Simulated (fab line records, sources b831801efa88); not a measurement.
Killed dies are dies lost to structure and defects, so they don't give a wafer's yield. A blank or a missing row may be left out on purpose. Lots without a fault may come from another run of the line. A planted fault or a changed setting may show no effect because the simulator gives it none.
A struck lot beside a sound one | flow sky130 | 15 steps out of a route of 708
Sound: wafers L459.1, L459.4, L459.6. Struck: wafers L462.3, L462.4, L462.6. The cause comes at the end.
At each step with rows: each side's tool, then ch and its chambers, then its first start. Under that, the readings that differ: sound wafers | struck wafers | difference of the means | sigmas: that difference in standard deviations of wafers without a fault.
alike: readings whose means differ by less than 2 such deviations, and words and numbers that are the same on both sides. not compared: withheld readings, readings that some wafer has no value for, bounds like >300 that may hide the same value, and numbers for which the record gives no deviation and whose values overlap.
The two part at a step that has a row with sigmas, a row that says differs or no value, or rows on one side only. Numbers that don't overlap but have no deviation are shown without sigmas and don't part them. A reading that every wafer of one side lacks parts them only if that side has two wafers or more.

first, 3 steps without rows for these wafers: SKY_METAL2_EXPOSE_12 (exposes mask MM2, target cd 140 nm); SKY_METAL2_PEB_13; SKY_METAL2_DEVELOP_14 (develop time 60 s).
SKY_METAL2_CD_MEAS_15: target cd 140 nm.
  sound on cd_sem-02, day 36 11:23; struck on cd_sem-02, day 38 06:54
  alike: cd_nm
SKY_METAL2_OVL_MEAS_16:
  sound on overlay-01, day 36 11:30; struck on overlay-01, day 38 07:00
  alike: METAL2_OVL
SKY_METAL2_DESCUM_17: chemistry O2, time 8 s.
  sound on rie_metal-04 ch 1, day 36 11:32; struck on rie_metal-01 ch 0,1, day 38 07:02
  alike: drypump_motor_current_A, oes_product_au
  not compared: rf_hours_counter_h
SKY_METAL2_ETCH_18: etches BARC in N2/H2, stops on SiO2, time 45.9 s, target depth 60 nm.
  sound on rie_metal-04 ch 1, day 36 11:34; struck on rie_metal-01 ch 0,1, day 38 07:04
  alike: drypump_motor_current_A, oes_product_au, throttle_valve_pct
  not compared: rf_hours_counter_h
SKY_METAL2_METAL_ETCH_19: etches the open film in Cl2/BCl3, stops on SiO2, target depth 360 nm, time 78 s.
  sound on rie_metal-04 ch 1, day 36 11:38; struck on rie_metal-01 ch 0,1, day 38 07:09
  reading               | sound             | struck            | difference | sigmas
  bcl3_flow_sccm (sccm) | 30.08 30.05 29.96 | 29.85 29.75 29.80 | -0.23      | -2
  alike: drypump_motor_current_A, oes_product_au, throttle_valve_pct
  not compared: rf_hours_counter_h
SKY_METAL2_STRIP_20: strips in O2/N2.
  sound on plasma_asher-01 ch 0,1, day 36 11:43; struck on plasma_asher-01 ch 0,1, day 38 07:14
  alike: drypump_motor_current_A, oes_product_au, strip_time_to_endpoint_s
  not compared: rf_hours_counter_h
then, 3 steps without rows for these wafers: SKY_METAL2_STRIP_21 (strips in post etch residue remover, time 1200 s); SKY_METAL2_CLEAN_22 (cleans in IPA, time 180 s); SKY_METAL2_CLEAN_23 (cleans in O3/DIW).
SKY_VIA2_HDPCVD_00: deposits SiO2, target thk 1180 nm, time 196.7 s.
  sound on hdpcvd-02 ch 0,1,2, day 36 12:19; struck on hdpcvd-02 ch 0,1,2, day 38 07:48
  reading                                  | sound          | struck         | difference | sigmas
  model.SiO2_of_VIA2_HDPCVD_00.thk_nm (nm) | 1214 1182 1183 | 2146 2159 2136 | +954       |
  alike: sih4_flow_sccm, susceptor_temp_C
SKY_VIA2_THK_MEAS_01:
  sound on film_metro-04, day 36 12:26; struck on film_metro-03, day 38 08:10
  reading              | sound          | struck         | difference | sigmas
  VIA2_HDPCVD_THK (nm) | 1213 1183 1183 | 2146 2159 2136 | +954       | +73
  not compared: hold
then, 1 step without rows for these wafers: SKY_PAD_OPEN_PROBE_99.

WHERE THEY PART
First at SKY_METAL2_METAL_ETCH_19; last, within this record, at SKY_VIA2_THK_MEAS_01.

WHY: what the simulator had put in
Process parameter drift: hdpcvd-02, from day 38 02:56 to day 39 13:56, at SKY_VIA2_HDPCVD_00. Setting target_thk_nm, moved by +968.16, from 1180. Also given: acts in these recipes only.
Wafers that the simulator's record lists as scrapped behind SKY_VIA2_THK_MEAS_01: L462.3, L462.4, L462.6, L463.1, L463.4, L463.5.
